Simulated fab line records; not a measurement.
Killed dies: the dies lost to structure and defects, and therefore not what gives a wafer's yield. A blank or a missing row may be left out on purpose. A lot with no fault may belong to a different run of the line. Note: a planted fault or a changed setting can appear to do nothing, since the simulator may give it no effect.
Which tool did it? ; flow gf180mcu ; 42 wafers from 14 lots sampled at 4 of the route's 602 steps

## WHAT THE GAUGES SHOWED, per wafer
GF_PSD_RS_MEAS_14: the measuring method here is four-point-probe. Usual: NSD_RS 46.12 ohm/sq, standard deviation 0.081.
lot;measured;on;NSD_RS (ohm/sq);flag
L265;day 15 08:07;film_metro-03;46.07 46.16 46.06;
L266;day 15 13:11;film_metro-04;46.09 46.06 46.14;
L267;day 15 23:10;film_metro-02;46.14 46.12 46.19;
L269;day 16 02:54;film_metro-02;46.04 46.10 46.06;
L268;day 16 03:29;film_metro-02;46.14 46.20 46.18;
L276;day 18 14:02;film_metro-02;46.20 46.16 46.26;
L277;day 19 00:55;film_metro-03;46.18 46.17 46.06;
L279;day 19 17:18;film_metro-02;46.19 46.15 46.18;
L280;day 20 00:13;film_metro-02;46.17 46.11 46.30;
L281;day 20 14:40;film_metro-02;46.06 45.97 46.09;
L282;day 21 00:02;film_metro-02;46.22 46.23 46.23;
L283;day 21 08:17;film_metro-03;46.13 46.09 46.12;
L284;day 21 18:47;film_metro-03;46.22 46.15 46.12;
L286;day 22 03:19;film_metro-04;46.14 46.08 46.01;

GF_SAB_OVL_MEAS_10. Usual: SAB_OVL 0.0 nm, standard deviation 1.4.
lot;measured;on;SAB_OVL (nm);flag
L265;day 16 06:20;overlay-01;0.3 -0.5 -1.2;
L266;day 16 11:56;overlay-02;-1.8 -0.9 -2.4;
L267;day 16 21:26;overlay-01;-0.9 -1.2 -1.7;
L269;day 17 01:25;overlay-01;1.9 0.9 1.5;
L268;day 17 02:04;overlay-01;-0.5 1.5 0.2;
L276;day 19 14:52;overlay-01;1.3 0.2 1.3;
L277;day 20 01:22;overlay-01;-1.3 0.0 -0.6;
L279;day 20 17:06;overlay-01;-0.9 -0.4 -1.5;
L280;day 21 00:08;overlay-01;-0.6 1.1 1.1;
L281;day 21 15:22;overlay-01;0.4 0.6 0.3;
L282;day 21 23:26;overlay-01;1.8 1.9 0.9;
L283;day 22 07:10;overlay-01;0.9 -0.5 -0.9;
L284;day 22 17:58;overlay-01;-0.9 -0.7 -3.1;
L286;day 23 01:44;overlay-02;0.5 0.5 -1.1;

GF_CONTACT_THK_MEAS_01. Usual: CONTACT_CVD_00_THK 298 nm, standard deviation 3.4.
lot;measured;on;CONTACT_CVD_00_THK (nm);flag
L265;day 16 07:17;film_metro-03;297 295 297;
L266;day 16 12:56;film_metro-04;296 293 297;
L267;day 16 22:23;film_metro-01;305 304 301;
L269;day 17 02:23;film_metro-04;302 302 303;
L268;day 17 03:02;film_metro-04;298 301 298;
L279;day 20 18:04;film_metro-04;300 298 296;
L280;day 21 01:07;film_metro-04;302 293 299;
L281;day 21 16:19;film_metro-04;306 300 302;
L282;day 22 00:26;film_metro-04;299 301 298;
L283;day 22 08:07;film_metro-01;294 296 292;
L284;day 22 18:55;film_metro-03;295 301 297;
L286;day 23 02:43;film_metro-01;300 295 300;

## EACH LOT AND THE TOOL THAT RAN IT (in order: tool; ch and the chambers of the sampled wafers; start)
lot;GF_SALICIDE_RTA_08
L265;rtp_anneal-01 ch 0, day 16 07:08
L266;rtp_anneal-02 ch 0, day 16 12:47
L267;rtp_anneal-02 ch 0, day 16 22:15
L269;rtp_anneal-02 ch 0, day 17 02:14
L268;rtp_anneal-02 ch 0, day 17 02:53
L276;rtp_anneal-02, day 19 15:41
L277;rtp_anneal-02, day 20 02:14
L279;rtp_anneal-02 ch 0, day 20 17:56
L280;rtp_anneal-01 ch 0, day 21 00:58
L281;rtp_anneal-02 ch 0, day 21 16:11
L282;rtp_anneal-02 ch 0, day 22 00:17
L283;rtp_anneal-02 ch 0, day 22 07:59
L284;rtp_anneal-01 ch 0, day 22 18:47
L286;rtp_anneal-02 ch 0, day 23 02:35
- GF_SALICIDE_RTA_08: time 30 s.

## AS READ BY THE TOOLS THEMSELVES (means over the sampled wafers that have a number; for cases with no such wafer, the mark the record gives instead)
GF_SALICIDE_RTA_08. Usual: anneal_temp_c_max 803.1, standard deviation 1.4; chamber_o2_ppm 2.006, standard deviation 0.019; lamp_power_pct 17.0 %, standard deviation 0.77; wafer_temp_C_max 803.8, standard deviation 0.83.
lot;tool;anneal_temp_c_max;chamber_o2_ppm;lamp_power_pct (%);wafer_temp_C_max;flag
L265;rtp_anneal-01;804.6;2.004;18.2;803.2;
L266;rtp_anneal-02;803.0;2.021;16.4;803.5;
L267;rtp_anneal-02;802.0;2.024;16.5;804.0;
L269;rtp_anneal-02;803.0;2.013;16.5;804.4;
L268;rtp_anneal-02;801.8;1.991;16.5;804.1;
L276;rtp_anneal-02;-;-;-;-;OFF
L277;rtp_anneal-02;-;-;-;-;OFF
L279;rtp_anneal-02;802.0;1.997;16.5;804.6;
L280;rtp_anneal-01;805.4;1.999;18.1;803.0;
L281;rtp_anneal-02;802.8;1.989;16.5;804.2;
L282;rtp_anneal-02;802.3;2.009;16.4;803.7;
L283;rtp_anneal-02;802.1;2.025;16.4;803.7;
L284;rtp_anneal-01;804.8;1.994;18.2;803.0;
L286;rtp_anneal-02;802.2;2.013;16.5;803.5;

## THE ANSWER, worked out from the rows above alone
Rule: a lot counts as off when the mean over its wafers that have a number is more than 3 standard deviations away from the usual mean. A lot without any number at a reading at which 4 lots or more have one is off too. Any other lot the step has rows for is counted as sound. First the gauges in route order, then the tools' own readings, where a lot's mean is used as printed above. The first step at which some lot is off is used, and at that step the reading that is off furthest; a lot without a number counts as furthest.
Off: L276, L277, at GF_SALICIDE_RTA_08 (anneal_temp_c_max). Without a number there: L276, L277.
If a tool, at that step or one of the process steps before it, ran each lot that is off and ran no sound lot following the first of them, it fits. Of those tried, none fits.

## WHAT THE SIMULATOR HAD INSERTED
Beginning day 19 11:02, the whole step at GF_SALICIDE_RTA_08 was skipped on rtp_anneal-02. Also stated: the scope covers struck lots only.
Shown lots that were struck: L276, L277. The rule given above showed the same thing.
